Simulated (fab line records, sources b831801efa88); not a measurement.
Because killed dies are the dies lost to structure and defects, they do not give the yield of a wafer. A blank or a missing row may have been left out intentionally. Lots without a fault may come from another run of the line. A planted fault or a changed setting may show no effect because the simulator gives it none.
Which of the tools did it? ; flow sky130 ; 32 wafers from 11 lots sampled at 2 of the route's 708 steps

== WHAT EACH GAUGE READ, for each wafer ==
SKY_SD_P_TW_MEAS_11.
lot;measured;on;SD_P_TW
L623;day 26 09:50;filmMetro-03;2840 2841 2837
L624;day 26 22:33;filmMetro-02;2872 2850 2840
L625;day 27 00:58;filmMetro-02;2868 2872 2876
L626;day 27 07:19;filmMetro-02;2884 2873 2879
L627;day 27 16:37;filmMetro-01;2861 2859 2838
L628;day 27 23:22;filmMetro-03;2839 2849 2835
L629;day 28 03:34;filmMetro-03;2833 2815 2844
L634;day 30 02:50;filmMetro-01;2844 2834
L642;day 32 13:19;filmMetro-01;2853 2858 2859
L644;day 33 06:04;filmMetro-02;2845 2851 2848
L645;day 33 10:52;filmMetro-02;2861 2868 2855

== TOOL THAT RAN EACH LOT (tool first, then ch and the chambers of the sampled wafers, then the start) ==
lot;SKY_POLY_CUT_ETCH_11
L623;rieDiel-02 ch 0,2,3, day 25 03:16
L624;rieDiel-03 ch 0,1,2, day 25 16:13
L625;rieDiel-02 ch 0,1,2, day 25 19:01
L626;rieDiel-02 ch 0,3, day 26 00:49
L627;rieDiel-03 ch 0,1, day 26 10:16
L628;rieDiel-02 ch 0,1,3, day 26 17:59
L629;rieDiel-01 ch 0,1,3, day 26 22:16
L634;rieDiel-02 ch 0,1, day 28 21:25
L642;rieDiel-01 ch 1,3, day 31 08:01
L644;rieDiel-01 ch 0,1,2, day 32 01:14
L645;rieDiel-01 ch 1,2, day 32 07:02
- SKY_POLY_CUT_ETCH_11: etches Si3N4 in CF4/CH2F2/Ar, stops on poly-Si, time 42.5 s, target depth 60 nm.

== THE ANSWER, worked out from the rows above alone ==
Rule: what is usual is taken from the lots themselves. The widest of any qualifying gaps counts: lots, ordered by their means at a reading, are off when they make up no more than a third of the lots, leave a main group of 4 or more, and stand apart from it by 3 or more times the standard deviation of that group's means. If all means in a main group match to the digits the tables above print for the reading, that group is not used. A lot without any number at a reading at which 4 lots or more have one is off too. All remaining lots with rows at the step are treated as sound.
Nothing can be told from this: no lot is off at any reading shown.

== WHAT WAS PUT IN BY THE SIMULATOR ==
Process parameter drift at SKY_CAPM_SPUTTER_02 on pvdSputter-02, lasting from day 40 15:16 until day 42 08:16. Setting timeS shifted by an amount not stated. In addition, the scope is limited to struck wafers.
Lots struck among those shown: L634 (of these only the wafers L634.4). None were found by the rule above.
